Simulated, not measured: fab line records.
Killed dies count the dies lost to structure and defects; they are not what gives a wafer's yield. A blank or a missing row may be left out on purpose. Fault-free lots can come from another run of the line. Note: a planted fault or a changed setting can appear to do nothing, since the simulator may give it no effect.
What tool caused it? | flow sky130 | 6 lots (18 wafers sampled), 1 step of a 708-step route

== WHAT THE GAUGES READ, wafer by wafer ==
SKY_PWDE_OVL_MEAS_07.
lot  | measured    | on         | PWDE_OVL (nm)
L396 | day 4 01:24 | overlay-01 | -0.4 -0.9 0.9
L399 | day 5 11:53 | overlay-02 | 2.4 3.3 2.6
L402 | day 5 18:14 | overlay-01 | -0.7 -0.2 -0.6
L404 | day 5 22:23 | overlay-01 | 0.4 0.4 2.2
L407 | day 6 18:14 | overlay-02 | -0.4 -0.8 0.4
L417 | day 9 01:46 | overlay-01 | -3.1 -3.2 -3.2

== EACH LOT AND THE TOOL THAT RAN IT (in order: tool; ch and the chambers of the sampled wafers; start) ==
Record: no process step prior to these readings.

== THE ANSWER, worked out from the rows above alone ==
Rule: the usual values come from the lots themselves. The widest of any qualifying gaps counts: lots, ordered by their means at a reading, are off when they make up no more than a third of the lots, leave a main group of 4 or more, and stand apart from it by 3 or more times the standard deviation of that group's means. The tables above print the reading to a certain number of digits; a main group whose means all agree to those digits is not used. A lot without any number at a reading at which 4 lots or more have one is off too. All remaining lots with rows at the step are treated as sound.
No lot is off at any reading shown: from this, nothing can be told.

== WHAT THE SIMULATOR HAD PUT IN ==
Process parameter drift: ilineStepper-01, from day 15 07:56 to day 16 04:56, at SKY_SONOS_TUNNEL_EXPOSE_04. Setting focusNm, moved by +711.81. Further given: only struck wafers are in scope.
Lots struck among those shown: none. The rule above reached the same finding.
